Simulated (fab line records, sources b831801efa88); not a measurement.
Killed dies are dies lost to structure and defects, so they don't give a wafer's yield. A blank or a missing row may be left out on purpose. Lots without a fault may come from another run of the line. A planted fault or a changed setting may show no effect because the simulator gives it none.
Problem report in the 8D (eight disciplines) form, filled by code | flow sky130 | the parts of the form that need people (team, actions taken, sign-off) are left out

1. THE PROBLEM
LI_CONTACT_W_RS at SKY_LI_CONTACT_RS_MEAS_22 reads a mean of 0.2273 ohm/sq on 9 wafers of 3 lots; wafers without a fault read 0.2841 ohm/sq with a standard deviation of 0.0022. That is -26 standard deviations from the usual mean.
The step: measures by four-point-probe.
First seen on wafer L777.2, day 32 04:25, on film_metro-02. The record holds 36 wafers of 12 lots with a number at this step. Rule for "out", or "out of limits": more than 4 standard deviations from the usual mean. The other wafers with a number count as sound.

2. WHAT IT IS AND WHAT IT IS NOT
question                    | is                           | is not
which readings at this step | LI_CONTACT_W_RS              | -
which lots                  | L777, L779, L780             | L770, L771, L774, L784, L788, L789, L790, L791, L793
which wafers of those lots  | all that have a number       | -
read on which gauges        | film_metro-01, film_metro-02 | film_metro-03
when                        | from day 32 04:25            | up to then (9 sound wafers); but 18 sound wafers of L784, L788, L789, L790, L791, L793 came after

3. SUSPECTS, AND WHAT RULES EACH OUT
Counting: a tool at a process step up to the reading stays a suspect if it ran every lot that is out and no sound lot after the first of them.
- the gauge at SKY_LI_CONTACT_RS_MEAS_22: ruled out. The wafers that are out were read on 2 gauges (film_metro-01, film_metro-02).
- cvd_w-01 at SKY_LI_CONTACT_CVD_21 (deposits W, target thk 400 nm, time 120.56 s): ruled out as a lasting fault. Sound lots L789, L790, L791 ran on it after its first lot that is out, L777 (day 32 04:16).
Left after counting: nothing in the record.

4. THE CAUSE (what the simulator had put in)
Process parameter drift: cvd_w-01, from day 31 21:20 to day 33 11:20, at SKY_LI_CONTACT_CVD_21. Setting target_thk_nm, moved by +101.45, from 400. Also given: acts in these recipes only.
Counting ruled it out, wrongly: the rule takes a fault to strike every lot that its tool runs from its start on, and this one did not.

5. THE CHAIN OF EFFECTS, in route order
Each row: a reading whose mean over the struck wafers that have a number lies more than 3 standard deviations from the usual. Only readings for which the record gives a usual standard deviation are gone through. hours: the time from each lot's start at the first step in this table that gives one to its start at this step, as a median over the lots. sigmas: the change in usual standard deviations.
hours | step                       | reading            | usual         | on struck wafers | change  | sigmas
0     | SKY_LI_CONTACT_RS_MEAS_22  | LI_CONTACT_W_RS    | 0.2841 ohm/sq | 0.2273           | -0.0568 | -26
0     | SKY_LI_CONTACT_THK_MEAS_23 | LI_CONTACT_W_THK   | 385 nm        | 478              | +93     | +17
0     | SKY_LI_CONTACT_CMP_24      | time_to_endpoint_s | 96 s          | 122              | +26     | +8.1
The process steps in it:
- SKY_LI_CONTACT_CMP_24: polishes, stops on PSG, t overpolish 20 s, target thk 0 nm.

6. WHAT WOULD HAVE CAUGHT IT SOONER
In this record the first reading out of limits at a measuring or inspecting step was taken at day 32 04:25, 7 hours after the fault began at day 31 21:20.
Of the tool readings at SKY_LI_CONTACT_CVD_21 for which the record gives a usual standard deviation, none was out on any struck wafer, so an alarm limit of 4 standard deviations on them would not have fired.
